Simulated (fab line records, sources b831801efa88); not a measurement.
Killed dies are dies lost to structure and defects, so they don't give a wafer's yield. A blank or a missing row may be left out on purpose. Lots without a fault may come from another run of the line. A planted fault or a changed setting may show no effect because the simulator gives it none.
Which tool did it? | flow sky130 | 10 lots, 30 wafers sampled, at 6 steps of a route of 708

WHAT THE GAUGES READ, wafer by wafer
SKY_SPACER_THK_MEAS_01.
lot  | measured     | on            | SPACER_CVD_00_THK (nm)
L610 | day 23 08:55 | film_metro-03 | 43.0 42.9 43.2
L611 | day 23 11:28 | film_metro-01 | 42.4 42.5 42.5
L612 | day 23 22:37 | film_metro-03 | 43.2 43.2 43.0
L613 | day 23 23:50 | film_metro-02 | 43.2 43.7 43.4
L617 | day 25 10:25 | film_metro-01 | 43.1 43.3 42.9
L619 | day 26 05:09 | film_metro-02 | 42.9 43.2 43.3
L622 | day 27 22:11 | film_metro-03 | 43.3 43.2 43.1
L623 | day 27 18:32 | film_metro-03 | 43.9 43.6 43.7
L627 | day 29 07:05 | film_metro-02 | 45.9 45.4 44.4 46.0 45.3 44.4
L629 | day 29 10:28 | film_metro-02 | 46.7 47.2 47.3 46.7 47.2 47.3

SKY_METAL2_OVL_MEAS_16.
lot  | measured     | on         | METAL2_OVL (nm)
L610 | day 35 12:28 | overlay-02 | 1 -2 -4
L611 | day 35 12:44 | overlay-02 | -4 -7 2
L612 | day 35 21:59 | overlay-02 | 1 2 -2
L613 | day 35 23:02 | overlay-02 | 2 1 -5
L617 | day 37 05:32 | overlay-02 | -1 -6 2
L619 | day 37 19:46 | overlay-02 | 7 4 8
L622 | day 39 09:45 | overlay-01 | -3 2 -2
L623 | day 39 07:00 | overlay-01 | -5 -7 -4
L627 | day 40 14:11 | overlay-01 | -5 -2 -4
L629 | day 40 19:00 | overlay-02 | 6 5 6

WHICH TOOL RAN EACH LOT (tool, then ch and the chambers of the sampled wafers, then the start)
lot  | SKY_VT_ADJUST_LVTN_STRIP_09          | SKY_SPACER_CVD_00           | SKY_SPACER_ETCHBACK_02             | SKY_METAL2_SPUTTER_04
L610 | plasma_asher-04 ch 0,1, day 6 23:44  | lpcvd-02 ch 1, day 23 07:41 | rie_diel-03 ch 1,2, day 23 08:57   | pvd_sputter-02, day 34 08:58
L611 | plasma_asher-01 ch 0,1, day 7 02:48  | lpcvd-02 ch 1, day 23 10:15 | rie_diel-02 ch 1,3, day 23 11:31   | pvd_sputter-03, day 34 09:50
L612 | plasma_asher-01 ch 0,1, day 7 10:36  | lpcvd-02 ch 1, day 23 21:25 | rie_diel-03 ch 0,1,2, day 23 22:41 | pvd_sputter-02, day 34 19:01
L613 | plasma_asher-01 ch 0,1, day 7 13:27  | lpcvd-02 ch 0, day 23 22:37 | rie_diel-02 ch 1,2,3, day 23 23:53 | pvd_sputter-01, day 34 20:04
L617 | plasma_asher-02 ch 0,1, day 8 19:45  | lpcvd-02 ch 1, day 25 08:36 | rie_diel-03 ch 0,1,3, day 25 10:28 | pvd_sputter-01, day 36 04:31
L619 | plasma_asher-02 ch 0,1, day 9 07:20  | lpcvd-02 ch 0, day 26 03:55 | rie_diel-02 ch 1,2,3, day 26 05:11 | pvd_sputter-03, day 36 18:14
L622 | plasma_asher-01 ch 0,1, day 10 02:50 | lpcvd-02 ch 0, day 27 20:20 | rie_diel-02 ch 0,1,2, day 27 22:13 | pvd_sputter-03, day 38 08:52
L623 | plasma_asher-01 ch 0,1, day 10 10:18 | lpcvd-02 ch 0, day 27 17:20 | rie_diel-02 ch 0,1,2, day 27 18:35 | pvd_sputter-01, day 38 05:03
L627 | plasma_asher-04 ch 0,1, day 11 10:51 | lpcvd-02 ch 0, day 29 04:22 | rie_diel-02 ch 1,3, day 29 09:09   | pvd_sputter-02, day 39 13:26
L629 | plasma_asher-04 ch 0,1, day 11 23:30 | lpcvd-02 ch 0, day 29 08:39 | rie_diel-02 ch 1,3, day 29 14:17   | pvd_sputter-03, day 39 17:56
- SKY_VT_ADJUST_LVTN_STRIP_09: strips in O2/N2.
- SKY_SPACER_CVD_00: deposits Si3N4 from DCS/NH3, target thk 43.1 nm, time 740 s.
- SKY_SPACER_ETCHBACK_02: etches Si3N4 in CH3F/O2, stops on SiO2, time 46.7 s, target depth 45 nm.
- SKY_METAL2_SPUTTER_04: material TiN, target thk 70 nm, time 58.3 s.

WHAT THE TOOLS THEMSELVES READ (means of the sampled wafers that have a number; where no wafer has one, the mark that the record gives instead)
SKY_VT_ADJUST_LVTN_STRIP_09.
lot  | tool            | drypump_motor_current_A (A) | oes_product_au (a.u.) | strip_time_to_endpoint_s (s)
L610 | plasma_asher-04 | 5.26                        | 0.722                 | 36.91
L611 | plasma_asher-01 | 5.03                        | 0.724                 | 36.91
L612 | plasma_asher-01 | 5.06                        | 0.723                 | 36.89
L613 | plasma_asher-01 | 5.05                        | 0.721                 | 36.79
L617 | plasma_asher-02 | 5.42                        | 0.722                 | 36.93
L619 | plasma_asher-02 | 5.19                        | 0.721                 | 36.96
L622 | plasma_asher-01 | 5.04                        | 0.719                 | 36.69
L623 | plasma_asher-01 | 5.07                        | 0.723                 | 36.84
L627 | plasma_asher-04 | 5.19                        | 0.719                 | 36.82
L629 | plasma_asher-04 | 5.28                        | 0.726                 | 36.97

SKY_SPACER_CVD_00.
lot  | tool     | spike_tc_centre_C (C) | spike_tc_upper_C (C) | zone_power_centre_pct (%) | zone_power_upper_pct (%)
L610 | lpcvd-02 | 771.0                 | 770.6                | 14.19                     | 11.9
L611 | lpcvd-02 | 771.3                 | 771.7                | 14.26                     | 11.9
L612 | lpcvd-02 | 772.1                 | 772.3                | 14.27                     | 12.0
L613 | lpcvd-02 | 771.5                 | 770.2                | 14.55                     | 11.2
L617 | lpcvd-02 | 770.9                 | 772.4                | 14.33                     | 11.9
L619 | lpcvd-02 | 771.0                 | 770.4                | 14.50                     | 11.1
L622 | lpcvd-02 | 770.3                 | 770.6                | 14.50                     | 11.1
L623 | lpcvd-02 | 770.5                 | 770.6                | 14.49                     | 11.1
L627 | lpcvd-02 | 784.0                 | 769.0                | 18.12                     | 9.7
L629 | lpcvd-02 | 783.7                 | 769.1                | 18.18                     | 9.6

SKY_SPACER_ETCHBACK_02.
lot  | tool        | bias_w (W) | drypump_motor_current_A (A) | oes_product_au (a.u.) | throttle_valve_pct (%)
L610 | rie_diel-03 | 80.03      | 5.7                         | 0.860                 | 10.567
L611 | rie_diel-02 | 79.93      | 6.0                         | 0.847                 | 10.572
L612 | rie_diel-03 | 79.96      | 5.9                         | 0.858                 | 10.563
L613 | rie_diel-02 | 80.10      | 6.0                         | 0.859                 | 10.557
L617 | rie_diel-03 | 79.69      | 6.0                         | 0.856                 | 10.569
L619 | rie_diel-02 | 79.96      | 6.0                         | 0.856                 | 10.555
L622 | rie_diel-02 | 79.79      | 5.7                         | 0.855                 | 10.553
L623 | rie_diel-02 | 79.94      | 5.7                         | 0.862                 | 10.560
L627 | rie_diel-02 | 79.74      | 5.9                         | 0.880                 | 10.560
L629 | rie_diel-02 | 80.00      | 5.9                         | 0.898                 | 10.561

SKY_METAL2_SPUTTER_04.
lot  | tool           | cathode_dc_power_W (W) | throttle_valve_pct (%)
L610 | pvd_sputter-02 | 6500.7                 | 29.3
L611 | pvd_sputter-03 | 6501.6                 | 29.6
L612 | pvd_sputter-02 | 6499.1                 | 29.7
L613 | pvd_sputter-01 | 6501.0                 | 30.7
L617 | pvd_sputter-01 | 6501.1                 | 30.9
L619 | pvd_sputter-03 | 6501.7                 | 30.0
L622 | pvd_sputter-03 | 6501.2                 | 29.7
L623 | pvd_sputter-01 | 6500.5                 | 31.2
L627 | pvd_sputter-02 | 6500.0                 | 29.2
L629 | pvd_sputter-03 | 6501.4                 | 30.0

THE ANSWER, worked out from the rows above alone
Rule: what is usual is taken from the lots themselves. Put in order of their means at a reading, lots are off if they are a third of the lots or fewer, leave a main group of 4 or more, and stand apart from it by a gap of 3 or more times the standard deviation of the main group's means; of several such gaps the widest counts. A main group whose means are all the same, to the digits that the tables above print for the reading, isn't used. A lot without any number at a reading at which 4 lots or more have one is off too. The other lots that the step has rows for count as sound. The gauges are gone through in route order, then the tools' own readings, and for those a lot's mean is taken as printed above. The first step at which some lot is off is used, and at that step the reading that is off furthest; a lot without a number counts as furthest.
Off: L627, L629, at SKY_SPACER_THK_MEAS_01 (SPACER_CVD_00_THK). The main group: mean 43.2 nm, standard deviation 0.34.
A tool fits if, at a process step before that reading, it ran every lot that is off, and no sound lot after the first of them. The gauges at SKY_SPACER_THK_MEAS_01 aren't tried: what is off there is off at SKY_SPACER_CVD_00 too, on other tools, and a gauge's error can't cause that. Can't be told from this: 2 tools fit, plasma_asher-04 at SKY_VT_ADJUST_LVTN_STRIP_09, lpcvd-02 at SKY_SPACER_CVD_00.

WHAT THE SIMULATOR HAD PUT IN
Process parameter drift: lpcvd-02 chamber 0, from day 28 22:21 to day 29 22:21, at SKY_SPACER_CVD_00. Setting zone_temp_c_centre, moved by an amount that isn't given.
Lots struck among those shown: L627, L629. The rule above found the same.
